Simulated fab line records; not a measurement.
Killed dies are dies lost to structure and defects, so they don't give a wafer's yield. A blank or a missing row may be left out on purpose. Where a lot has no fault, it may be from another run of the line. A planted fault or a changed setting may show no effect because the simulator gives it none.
Struck lot and sound lot, side by side | flow sfq-line | 14 out of 325 route steps
Sound: these wafers, L442.1, L442.3, L442.5. Wafers struck: L436.3, L436.4, L436.5. The cause is given at the end.
Each step with rows lists, per side, the tool, then ch with its chambers, then its first start. Under that, the readings that differ: sound wafers | struck wafers | difference of the means | sigmas: that difference in standard deviations of wafers without a fault.
alike: a reading whose means differ by less than 2 such deviations, as well as words and numbers matching on both sides. not compared: withheld readings; readings where some wafer has no value; bounds like >300 that might hide an equal value; numbers whose values overlap and for which the record gives no deviation.
The two part at a step that has a row with sigmas, a row that says differs or no value, or rows on one side only. When numbers do not overlap yet have no deviation, they are printed without sigmas and do not part them. Lack of a reading on every wafer of one side parts them only where that side has two or more wafers.

first, 6 steps without rows for these wafers: SFQ_TRILAYER_M7_LITHO_COAT_182 (resist thk 62 nm); SFQ_TRILAYER_M7_LITHO_COAT_177 (resist thk 600 nm); SFQ_TRILAYER_M7_LITHO_SOFTBAKE_181; SFQ_TRILAYER_M7_LITHO_EXPOSE_178 (exposes mask M7, target cd 500 nm); SFQ_TRILAYER_M7_LITHO_PEB_180 (peb time 60 s); SFQ_TRILAYER_M7_LITHO_DEVELOP_179 (time 60 s).
SFQ_M7_OVL_MEAS_945:
  struck on overlay-02, day 71 14:55; sound on overlay-02, day 79 04:13
  alike: M7_OVL
SFQ_TRILAYER_M7_BARC_OPEN_METAL_ETCH_229: etches BARC in O2, target depth 125 nm, time 41.7 s.
  sound on rie-metal-01 ch 0,1, day 79 04:14; struck on rie-metal-03 ch 0,1, day 71 14:57
  alike: drypump-motor-current-A, oes-product-au
  not compared: rf-hours-counter-h
SFQ_TRILAYER_M7_ETCH_METAL_ETCH_180: etches Nb in Cl2/Ar, stops on SiO2, target depth 240 nm, time 120 s.
  sound on rie-metal-01 ch 0,1, day 79 04:18; struck on rie-metal-03 ch 0,1, day 71 15:02
  alike: drypump-motor-current-A, oes-product-au
  not compared: rf-hours-counter-h
SFQ_TRILAYER_M7_STRIP_STRIP_181: strips in O2.
  sound on rie-metal-01 ch 0,1, day 79 04:26; struck on rie-metal-03 ch 0,1, day 71 15:19
  alike: drypump-motor-current-A, oes-product-au
  not compared: rf-hours-counter-h
then, 1 step without rows for these wafers: SFQ_TRILAYER_M7_STRIP_SOLV_CLEAN_182 (cleans in NMP, time 600 s).
SFQ_TRILAYER_I7_DEP_PECVD_183: deposits SiO2 from SiH4/N2O, time 111.11 s, target thk 500 nm.
  sound on pecvd-01 ch 0,2, day 79 05:12; struck on pecvd-03 ch 0,2, day 71 15:55
  alike: heater-power-w, showerhead-vpp-V, susceptor-temp-C, throttle-valve-pct
SFQ_TRILAYER_I7_CMP_CMP_184: polishes SiO2.
  sound on cmp-02 ch 1,2,3, day 79 06:17; struck on cmp-01 ch 2,3, day 71 19:15
  reading          | sound             | struck            | difference | sigmas
  platen-rpm (rpm) | 60.03 60.08 59.90 | 66.04 66.01 65.97 | +6.00      | +99 or more
  alike: motor-current-A, time-to-endpoint-s
SFQ_I7_BOW_MEAS_946:
  struck on film-metro-02, day 71 21:47; sound on film-metro-02, day 79 08:17
  alike: I7_BOW

WHERE THEY PART
Only at SFQ_TRILAYER_I7_CMP_CMP_184, as far as this record shows. Later steps at which nothing parts them and some readings are alike: SFQ_I7_BOW_MEAS_946.

WHY: what had been put in by the simulator
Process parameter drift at SFQ_TRILAYER_I7_CMP_CMP_184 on cmp-01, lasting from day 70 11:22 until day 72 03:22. From 60, the setting platen-rpm moved by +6. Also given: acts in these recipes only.
